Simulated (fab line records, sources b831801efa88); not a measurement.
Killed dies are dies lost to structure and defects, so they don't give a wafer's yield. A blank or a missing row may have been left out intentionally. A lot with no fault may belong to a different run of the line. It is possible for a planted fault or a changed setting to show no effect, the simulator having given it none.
Which tool was responsible? | flow sky130 | 6 lots with 18 wafers sampled at 3 steps, on a route of 708 steps

## WHAT THE GAUGES READ, wafer by wafer
SKY_VIA4_THK_MEAS_20: measures by xrf.
lot  | measured     | on            | VIA4_W_THK (nm)
L139 | day 43 04:53 | film_metro-04 | 510 516 512
L142 | day 44 03:32 | film_metro-01 | 498 490 490
L151 | day 46 10:47 | film_metro-01 | 487 493 496
L154 | day 47 10:20 | film_metro-02 | 509 517 500
L157 | day 47 19:37 | film_metro-02 | 522 527 518
L159 | day 48 09:01 | film_metro-04 | 501 499 501

## TOOL THAT RAN EACH LOT (tool first, then ch and the chambers of the sampled wafers, then the start)
lot  | SKY_METAL1_SPUTTER_00        | SKY_METAL4_ETCH_17
L139 | pvd_sputter-03, day 32 02:57 | rie_diel-02 ch 2,3, day 42 03:52
L142 | pvd_sputter-03, day 32 22:34 | rie_diel-03 ch 1,2, day 43 02:37
L151 | pvd_sputter-02, day 36 00:25 | rie_diel-01 ch 0,1,2, day 45 11:28
L154 | pvd_sputter-03, day 37 07:59 | rie_diel-02 ch 2,3, day 46 11:16
L157 | pvd_sputter-02, day 37 20:07 | rie_diel-02 ch 0,2,3, day 46 22:33
L159 | pvd_sputter-03, day 38 12:28 | rie_diel-03 ch 0,2,3, day 47 09:25
- SKY_METAL1_SPUTTER_00: material Ti, target thk 15 nm, time 10 s.
- SKY_METAL4_ETCH_17: etches SiO2 in C4F8/O2/Ar, stops on TiN, time 3.9 s, target depth 15 nm.

## THE ANSWER, worked out from the rows above alone
Rule: what is usual is taken from the lots themselves. The widest of any qualifying gaps counts: lots, ordered by their means at a reading, are off when they make up no more than a third of the lots, leave a main group of 4 or more, and stand apart from it by 3 or more times the standard deviation of that group's means. The tables above print the reading to a certain number of digits; a main group whose means all agree to those digits is not used. A lot without any number at a reading at which 4 lots or more have one is off too. Any other lot the step has rows for is counted as sound.
No lot is off at any reading shown: from this, nothing can be told.

## WHAT THE SIMULATOR PUT IN
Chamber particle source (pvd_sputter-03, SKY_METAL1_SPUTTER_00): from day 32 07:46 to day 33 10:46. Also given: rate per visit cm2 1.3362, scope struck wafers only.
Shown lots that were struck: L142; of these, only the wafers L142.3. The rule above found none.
